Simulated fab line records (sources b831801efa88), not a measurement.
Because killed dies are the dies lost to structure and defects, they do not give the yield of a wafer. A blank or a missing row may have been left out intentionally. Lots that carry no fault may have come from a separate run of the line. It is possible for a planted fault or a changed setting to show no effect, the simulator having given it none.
Which tool is to blame?    flow gf180mcu    13 lots with 39 wafers sampled at 4 steps, on a route of 602 steps

== WHAT EACH GAUGE READ, for each wafer ==
GF_CONTACT_OVL_MEAS_15.
lot   measured      on          CONTACT_OVL (nm)
L428  day 16 21:18  overlay-02  4 6 5
L430  day 17 18:05  overlay-02  3 7 2
L431  day 17 16:26  overlay-02  4 13 8
L432  day 18 02:18  overlay-01  3 -1 3
L433  day 18 15:45  overlay-01  -2 -1 0
L434  day 19 02:11  overlay-02  10 13 8
L435  day 19 15:50  overlay-02  6 9 4
L439  day 20 10:32  overlay-01  6 14 5
L441  day 21 02:38  overlay-02  8 3 -3
L443  day 21 15:59  overlay-02  5 -5 10
L447  day 23 01:32  overlay-01  3 2 3
L448  day 23 08:30  overlay-01  13 8 3
L449  day 23 17:23  overlay-01  11 7 9

GF_V1_THK_MEAS_01.
lot   measured      on             V1_CVD_00_THK (nm)
L428  day 17 22:48  film metro-02  610 615 617
L430  day 18 20:27  film metro-04  609 607 603
L431  day 18 18:26  film metro-01  605 599 599
L432  day 19 05:07  film metro-02  593 599 594
L433  day 19 18:00  film metro-01  605 589 591
L434  day 20 04:44  film metro-02  597 603 611
L435  day 20 17:55  film metro-02  599 592 603
L439  day 21 12:19  film metro-02  595 594 589
L441  day 22 04:38  film metro-04  607 596 596
L443  day 22 16:47  film metro-04  590 607 601
L447  day 24 02:08  film metro-04  586 591 590
L448  day 24 09:22  film metro-04  596 593 593
L449  day 24 17:14  film metro-04  596 613 605

== WHICH TOOL RAN EACH LOT (tool, then ch and the chambers of the sampled wafers, then the start) ==
lot   GF_DUAL_GATE_COAT_06               GF_DUAL_GATE_STRIP_13
L428  litho track-01 ch 0, day 8 07:52   plasma asher-03 ch 0,1, day 8 16:49
L430  litho track-04 ch 0, day 9 00:52   plasma asher-03 ch 0,1, day 9 09:11
L431  litho track-03 ch 0, day 9 02:40   plasma asher-03 ch 0,1, day 9 11:29
L432  litho track-03 ch 0, day 9 05:48   plasma asher-02 ch 0,1, day 9 14:29
L433  litho track-01 ch 0, day 9 17:33   plasma asher-04 ch 0, day 10 02:14
L434  litho track-01 ch 0, day 10 01:40  plasma asher-04 ch 0,1, day 10 10:20
L435  litho track-01 ch 0, day 10 13:27  plasma asher-03 ch 0,1, day 10 21:38
L439  litho track-04 ch 0, day 11 08:34  plasma asher-03 ch 0,1, day 11 17:17
L441  litho track-01 ch 0, day 11 22:25  plasma asher-02 ch 0,1, day 12 07:43
L443  litho track-01 ch 0, day 12 09:07  plasma asher-03 ch 1, day 12 19:26
L447  litho track-04 ch 0, day 13 12:13  plasma asher-03 ch 0,1, day 13 22:32
L448  litho track-04 ch 0, day 13 19:01  plasma asher-04 ch 0,1, day 14 05:10
L449  litho track-03 ch 0, day 14 02:04  plasma asher-03 ch 0,1, day 14 13:23
- GF_DUAL_GATE_COAT_06: resist thk 1000 nm.
- GF_DUAL_GATE_STRIP_13: strips in O2/N2.

== WHAT THE TOOLS THEMSELVES READ (means of the sampled wafers that have a number; where no wafer has one, the mark that the record gives instead) ==
GF_DUAL_GATE_COAT_06.
lot   tool            spin speed rpm (rpm)
L428  litho track-01  3001.8
L430  litho track-04  2999.4
L431  litho track-03  3000.9
L432  litho track-03  3000.2
L433  litho track-01  2999.8
L434  litho track-01  3000.6
L435  litho track-01  2999.6
L439  litho track-04  2998.2
L441  litho track-01  2578.9
L443  litho track-01  2575.5
L447  litho track-04  3000.4
L448  litho track-04  3000.1
L449  litho track-03  3000.8

GF_DUAL_GATE_STRIP_13.
lot   tool             drypump motor current A (A)  heater power w (W)  n2 flow sccm (sccm)  oes product au (a.u.)  strip time to endpoint s (s)
L428  plasma asher-03  5.3                          357                 300.4                0.717                  12.67
L430  plasma asher-03  5.3                          362                 300.1                0.720                  12.59
L431  plasma asher-03  5.1                          394                 299.4                0.723                  12.64
L432  plasma asher-02  5.7                          319                 299.9                0.716                  12.62
L433  plasma asher-04  5.5                          393                 299.2                0.715                  12.65
L434  plasma asher-04  5.1                          346                 300.4                0.713                  12.70
L435  plasma asher-03  5.1                          407                 300.5                0.714                  12.68
L439  plasma asher-03  5.2                          363                 300.4                0.715                  12.63
L441  plasma asher-02  5.7                          303                 300.1                0.721                  13.53
L443  plasma asher-03  5.4                          326                 299.4                0.714                  13.49
L447  plasma asher-03  5.2                          396                 300.0                0.718                  12.58
L448  plasma asher-04  5.1                          350                 300.9                0.720                  12.61
L449  plasma asher-03  5.3                          360                 299.7                0.721                  12.66

== THE ANSWER, worked out from the rows above alone ==
Rule: the lots themselves supply what counts as usual. The widest of any qualifying gaps counts: lots, ordered by their means at a reading, are off when they make up no more than a third of the lots, leave a main group of 4 or more, and stand apart from it by 3 or more times the standard deviation of that group's means. If all means in a main group match to the digits the tables above print for the reading, that group is not used. Also off: a lot with no number at a reading for which 4 or more lots have one. Where the step has rows for the other lots, those lots are counted as sound. Order of review: gauges by route order, followed by the tools' own readings, for which a lot's mean as printed above is used. The first step at which some lot is off is used, and at that step the reading that is off furthest; a lot without a number counts as furthest.
Off: L441, L443, at GF_DUAL_GATE_COAT_06 (spin speed rpm). The main group: mean 3000.2 rpm, standard deviation 0.89.
A tool fits if, at that step or a process step before it, it ran every lot that is off, and no sound lot after the first of them. One fits: GF_DUAL_GATE_COAT_06 on litho track-01. Its last sound lot is L435 (day 10 13:27), its first lot that is off L441 (day 11 22:25): a fault that began between those two fits.
On the lots that are off, the tool's own readings at GF_DUAL_GATE_COAT_06 differ by more than 5 times the standard deviation of the sound lots' means, which bears it out; spin speed rpm reads 2577.2 rpm there versus 3000.2 rpm on the sound lots.

== WHAT THE SIMULATOR HAD PUT IN ==
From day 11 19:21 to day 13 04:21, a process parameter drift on litho track-01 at GF_DUAL_GATE_COAT_06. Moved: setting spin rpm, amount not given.
Lots struck among those shown: L441, L443. The rule above reached the same finding.
